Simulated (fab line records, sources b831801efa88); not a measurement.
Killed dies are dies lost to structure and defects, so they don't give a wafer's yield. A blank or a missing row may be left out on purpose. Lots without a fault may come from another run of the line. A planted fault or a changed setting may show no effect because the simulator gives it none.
fab line records | flow gf180mcu
record lots=13 wafers=39 last_day=36
route steps=602 shown PSD@261 NSD@262 CONTACT@290 M1@315
lots that met no fault: from a run of the same line without faults
start_h: hours from the record's first day to the start of the lot's first wafer shown | wait_h: hours since the lot's step before | " the same as in the row above | L1.1+2: a row that stands for several wafers | - no value, or no start given | * or withheld: withheld | < > ~ a bound
route shown NAME@n: a module of which the file shows steps, and the number in the route of the first | usual: mean/standard deviation of fault-free wafers | same: alike in all rows | chamber/n: place in a boat | sites: the reading at each site | _std_site: their standard deviation | _edge_site: outer sites' mean less inner sites' | radius_mm: how far each site lies from the wafer's centre | mask NAME#n: copy n | behind: the tool/chamber that last shaped the wafer | hold: why the lot was held/for how many hours/how that ended | device: the transistor (n, p or np) that didn't switch | end of line: the same wafers' tests at the end of the route | a step without rows: its recipe alone | killed: dies lost to structure and defects at the first sort, not the wafer's yield | map: a wafer's dies, x killed, . not, _ none there
set.NAME: the setting as run; set.NAME@STEP: as run at that earlier step | model.NAME: the simulator's own value behind a step, which no gauge read
steps of the route over a sample of lots; a table a step, a row a wafer
services: from which hour (start_h, from the record's first day; less than 0 if before it) a tool's chamber was out of use, for how many hours, and why
## steps
# step GF_PSD_RTA_13
# recipe temp_c=1025 time_s=20 ambient=N2
# usual lamp_power_pct=36.1/2.9 wafer_temp_C_max=1029.9/1.1
# columns lot.wafer tool chamber start_h wait_h lamp_power_pct wafer_temp_C_max
L147.2 rtp_anneal-01 0 357.96 0.0 33.2 1031.1
L147.5 " 0 " " 33.3 1032.3
L147.6 " 0 " " 33.2 1031.8
L148.3 rtp_anneal-02 0 370.36 0.0 39.1 1029.0
L148.5 " 0 " " 39.1 1028.5
L148.6 " 0 " " 39.0 1028.8
L149.1 rtp_anneal-02 0 376.94 0.0 39.0 1029.9
L149.4 " 0 " " 39.1 1030.0
L149.6 " 0 " " 39.0 1029.0
L150.1 rtp_anneal-01 0 385.93 0.0 33.2 1031.1
L150.3 " 0 " " 33.2 1031.2
L150.5 " 0 " " 33.2 1029.6
L151.1 rtp_anneal-02 0 390.19 0.0 39.0 1029.9
L151.5 " 0 " " 39.0 1029.5
L151.6 " 0 " " 39.0 1031.2
L158.1 rtp_anneal-02 0 451.43 0.0 39.8 1035.5
L158.3 " 0 " " 39.8 1035.2
L158.6 " 0 " " 39.8 1034.8
L160.2 rtp_anneal-02 0 466.62 0.0 39.7 1038.1
L160.3 " 0 " " 39.8 1036.5
L160.4 " 0 " " 39.8 1035.9
L164.1 rtp_anneal-01 0 503.18 0.0 33.2 1030.8
L164.3 " 0 " " 33.2 1030.7
L164.4 " 0 " " 33.2 1029.5
L165.4 rtp_anneal-01 0 505.48 0.0 33.2 1029.8
L165.5 " 0 " " 33.3 1030.1
L165.6 " 0 " " 33.3 1030.3
L167.1 rtp_anneal-01 0 519.47 0.0 33.2 1029.1
L167.3 " 0 " " 33.2 1030.5
L167.4 " 0 " " 33.2 1031.8
L168.1 rtp_anneal-01 0 528.67 0.0 33.2 1031.0
L168.3 " 0 " " 33.2 1030.4
L168.4 " 0 " " 33.2 1031.9
L169.1 rtp_anneal-02 0 536.74 0.0 39.1 1029.9
L169.4 " 0 " " 39.0 1029.0
L169.6 " 0 " " 39.0 1030.0
L170.3 rtp_anneal-01 0 542.38 0.0 33.2 1029.6
L170.4 " 0 " " 33.3 1032.1
L170.5 " 0 " " 33.2 1030.3
# step GF_PSD_RS_MEAS_14
# recipe thk_meas_gauge=four-point-probe
# usual NSD_RS=45.94/0.074
# columns lot.wafer tool chamber start_h wait_h NSD_RS[ohm/sq]
L147.2 film_metro-03 - 358.05 0.1 46.07
L147.5 " - " " 46.00
L147.6 " - " " 46.01
L148.3 film_metro-01 - 370.46 0.1 45.88
L148.5 " - " " 45.90
L148.6 " - " " 45.88
L149.1 film_metro-04 - 377.03 0.1 46.05
L149.4 " - " " 45.97
L149.6 " - " " 45.94
L150.1 film_metro-04 - 386.02 0.1 46.12
L150.3 " - " " 45.97
L150.5 " - " " 46.08
L151.1 film_metro-01 - 390.28 0.1 45.88
L151.5 " - " " 45.96
L151.6 " - " " 45.88
L158.1 film_metro-01 - 451.52 0.1 44.88
L158.3 " - " " 44.86
L158.6 " - " " 44.84
L160.2 film_metro-01 - 466.71 0.1 44.80
L160.3 " - " " 44.83
L160.4 " - " " 44.82
L164.1 film_metro-01 - 503.26 0.1 45.94
L164.3 " - " " 45.99
L164.4 " - " " 45.94
L165.4 film_metro-03 - 505.58 0.1 45.98
L165.5 " - " " 46.00
L165.6 " - " " 45.95
L167.1 film_metro-04 - 519.56 0.1 45.94
L167.3 " - " " 45.97
L167.4 " - " " 46.07
L168.1 film_metro-01 - 528.76 0.1 46.05
L168.3 " - " " 45.99
L168.4 " - " " 45.92
L169.1 film_metro-04 - 536.82 0.1 45.92
L169.4 " - " " 45.92
L169.6 " - " " 45.93
L170.3 film_metro-04 - 542.48 0.1 46.12
L170.4 " - " " 45.98
L170.5 " - " " 45.96
# step GF_PSD_RS_MEAS_15
# recipe thk_meas_gauge=four-point-probe
# usual PSD_RS=108.54/0.25
# columns lot.wafer tool chamber start_h wait_h PSD_RS[ohm/sq]
L147.2 film_metro-03 - 358.17 0.1 108.94
L147.5 " - " " 108.77
L147.6 " - " " 108.48
L148.3 film_metro-01 - 370.58 0.1 108.40
L148.5 " - " " 108.29
L148.6 " - " " 108.22
L149.1 film_metro-04 - 377.15 0.1 108.33
L149.4 " - " " 108.25
L149.6 " - " " 108.55
L150.1 film_metro-04 - 386.14 0.1 108.84
L150.3 " - " " 108.69
L150.5 " - " " 108.87
L151.1 film_metro-01 - 390.40 0.1 108.42
L151.5 " - " " 108.39
L151.6 " - " " 108.41
L158.1 film_metro-01 - 451.64 0.1 104.59
L158.3 " - " " 104.49
L158.6 " - " " 104.89
L160.2 film_metro-01 - 466.83 0.1 104.66
L160.3 " - " " 105.02
L160.4 " - " " 104.80
L164.1 film_metro-01 - 503.38 0.1 108.51
L164.3 " - " " 108.71
L164.4 " - " " 108.49
L165.4 film_metro-03 - 505.70 0.1 108.91
L165.5 " - " " 109.02
L165.6 " - " " 108.21
L167.1 film_metro-04 - 519.68 0.1 108.76
L167.3 " - " " 108.37
L167.4 " - " " 109.18
L168.1 film_metro-01 - 528.88 0.1 109.06
L168.3 " - " " 108.84
L168.4 " - " " 108.64
L169.1 film_metro-04 - 536.94 0.1 108.18
L169.4 " - " " 108.28
L169.6 " - " " 108.42
L170.3 film_metro-04 - 542.60 0.1 109.01
L170.4 " - " " 108.57
L170.5 " - " " 108.30
# step GF_CONTACT_THK_MEAS_03
# recipe reads=SiO2_of_CONTACT_CVD_02
# usual CONTACT_CVD_02_THK=861/12
# columns lot.wafer tool chamber start_h wait_h CONTACT_CVD_02_THK[nm]
L147.2 film_metro-02 - 383.13 0.0 862
L147.5 " - " " 881
L147.6 " - " " 882
L148.3 film_metro-04 - 395.40 0.1 865
L148.5 " - " " 869
L148.6 " - " " 862
L149.1 film_metro-04 - 402.28 0.0 867
L149.4 " - " " 868
L149.6 " - " " 881
L150.1 film_metro-04 - 411.90 0.1 864
L150.3 " - " " 870
L150.5 " - " " 877
L151.1 film_metro-02 - 415.86 0.0 861
L151.5 " - " " 864
L151.6 " - " " 874
L158.1 film_metro-03 - 477.80 0.0 855
L158.3 " - " " 857
L158.6 " - " " 863
L160.2 film_metro-03 - 492.85 0.0 850
L160.3 " - " " 848
L160.4 " - " " 859
L164.1 film_metro-04 - 529.13 0.1 861
L164.3 " - " " 866
L164.4 " - " " 872
L165.4 film_metro-04 - 530.97 0.0 858
L165.5 " - " " 858
L165.6 " - " " 862
L167.1 film_metro-02 - 544.97 0.0 882
L167.3 " - " " 869
L167.4 " - " " 893
L168.1 film_metro-03 - 553.86 0.0 859
L168.3 " - " " 843
L168.4 " - " " 866
L169.1 film_metro-02 - 562.09 0.0 835
L169.4 " - " " 861
L169.6 " - " " 856
L170.3 film_metro-03 - 567.34 0.1 841
L170.4 " - " " 850
L170.5 " - " " 858
# step GF_M1_SPUTTER_00
# recipe material=Ti target_thk_nm=37.5 arriving_ion_energy_ev=80 substrate_temp_c=200 chamber_pressure_pa=2 power_w=4000 time_s=150
# usual throttle_valve_pct=29.9/0.81
# columns lot.wafer tool chamber start_h wait_h throttle_valve_pct
L147.2 pvd_sputter-04 - 408.32 0.1 30.3
L147.5 " - " " 29.7
L147.6 " - " " 31.0
L148.3 pvd_sputter-04 - 421.44 0.2 31.2
L148.5 " - " " 30.2
L148.6 " - " " 31.2
L149.1 pvd_sputter-04 - 428.03 0.2 30.5
L149.4 " - " " 29.9
L149.6 " - " " 30.1
L150.1 pvd_sputter-01 - 437.56 0.1 30.4
L150.3 " - " " 28.2
L150.5 " - " " 30.2
L151.1 pvd_sputter-03 - 441.56 0.1 30.7
L151.5 " - " " 30.8
L151.6 " - " " 30.7
L158.1 pvd_sputter-01 - 504.61 0.2 29.0
L158.3 " - " " 28.2
L158.6 " - " " 29.4
L160.2 pvd_sputter-04 - 519.77 0.1 29.9
L160.3 " - " " 29.7
L160.4 " - " " 30.3
L164.1 pvd_sputter-01 - 555.11 0.1 29.5
L164.3 " - " " 29.3
L164.4 " - " " 28.5
L165.4 pvd_sputter-01 - 556.52 0.1 30.3
L165.5 " - " " 29.2
L165.6 " - " " 29.0
L167.1 pvd_sputter-04 - 570.16 0.1 30.8
L167.3 " - " " 29.6
L167.4 " - " " 31.1
L168.1 pvd_sputter-03 - 578.31 0.1 30.9
L168.3 " - " " 30.6
L168.4 " - " " 28.7
L169.1 pvd_sputter-04 - 587.15 0.1 30.5
L169.4 " - " " 31.0
L169.6 " - " " 30.2
L170.3 pvd_sputter-01 - 592.01 0.2 29.1
L170.4 " - " " 29.1
L170.5 " - " " 30.4
# step GF_M1_SPUTTER_03
# recipe material=Ti target_thk_nm=10 substrate_temp_c=300 chamber_pressure_pa=0.3 power_w=3000 time_s=6.7
# usual throttle_valve_pct=30.0/0.82
# columns lot.wafer tool chamber start_h wait_h throttle_valve_pct
L147.2 pvd_sputter-04 - 408.48 0.0 30.1
L147.5 " - " " 29.8
L147.6 " - " " 31.1
L148.3 pvd_sputter-04 - 421.60 0.0 31.0
L148.5 " - " " 30.3
L148.6 " - " " 31.2
L149.1 pvd_sputter-04 - 428.21 0.0 30.6
L149.4 " - " " 29.6
L149.6 " - " " 30.2
L150.1 pvd_sputter-01 - 437.72 0.0 30.4
L150.3 " - " " 28.4
L150.5 " - " " 30.5
L151.1 pvd_sputter-03 - 441.72 0.0 30.8
L151.5 " - " " 31.3
L151.6 " - " " 30.6
L158.1 pvd_sputter-01 - 504.77 0.0 29.4
L158.3 " - " " 28.5
L158.6 " - " " 29.2
L160.2 pvd_sputter-04 - 519.93 0.0 30.4
L160.3 " - " " 29.8
L160.4 " - " " 30.4
L164.1 pvd_sputter-01 - 555.27 0.0 29.2
L164.3 " - " " 29.4
L164.4 " - " " 28.8
L165.4 pvd_sputter-01 - 556.68 0.0 30.2
L165.5 " - " " 29.1
L165.6 " - " " 29.1
L167.1 pvd_sputter-04 - 570.32 0.0 30.5
L167.3 " - " " 29.7
L167.4 " - " " 31.2
L168.1 pvd_sputter-03 - 578.47 0.0 30.9
L168.3 " - " " 30.4
L168.4 " - " " 28.7
L169.1 pvd_sputter-04 - 587.32 0.0 30.6
L169.4 " - " " 30.8
L169.6 " - " " 30.4
L170.3 pvd_sputter-01 - 592.18 0.0 29.1
L170.4 " - " " 29.5
L170.5 " - " " 30.3
## services
# columns tool chamber start_h hours kind
pvd_sputter-03 - 356.54 2.6 repair
pvd_sputter-01 - 362.35 4.3 repair
pvd_sputter-04 2 368.78 - consumable_replace:kit
pvd_sputter-04 2 368.78 18.0 scheduled_down
pvd_sputter-04 2 368.78 18.0 vent_cycle
pvd_sputter-03 3 402.30 - consumable_replace:kit
pvd_sputter-03 3 402.30 18.0 scheduled_down
pvd_sputter-03 3 402.30 18.0 vent_cycle
pvd_sputter-03 - 451.92 1.3 repair
pvd_sputter-01 - 549.63 1.2 repair
pvd_sputter-03 2 556.79 - consumable_replace:kit
pvd_sputter-03 2 556.79 18.0 scheduled_down
pvd_sputter-03 2 556.79 18.0 vent_cycle
pvd_sputter-04 1 578.53 - consumable_replace:kit
pvd_sputter-04 1 578.53 18.0 scheduled_down
pvd_sputter-04 1 578.53 18.0 vent_cycle
## key
first_sign step=GF_PSD_RTA_13 reading=wafer_temp_C_max direction=up sigmas=5.3 usual=* struck=*
effect step=GF_PSD_RS_MEAS_14 reading=NSD_RS direction=down sigmas=15 usual=45.94 struck=44.84
effect step=GF_PSD_RS_MEAS_15 reading=PSD_RS direction=down sigmas=15 usual=108.54 struck=104.74
met_at GF_PSD_RTA_13
struck_lots L158,L160
tester_left_out L158,L160
not_acting_at GF_CONTACT_THK_MEAS_03,GF_M1_SPUTTER_00,GF_M1_SPUTTER_03
onset_between 390.19 451.43
fault kind=process_parameter_drift tool=rtp_anneal-02 chamber=- onset_h=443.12 steps=GF_PSD_RTA_13 channel=temp_c offset=* shape=step end_h=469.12 acts_in=* stated=*
# tester_left_out: of these lots the tester's yield and bins aren't shown, on N5 and GAA mostly nor the transistor test; their killed dies are dies lost to structure and defects alone, not to doping, threshold or leakage, so they don't give the yield
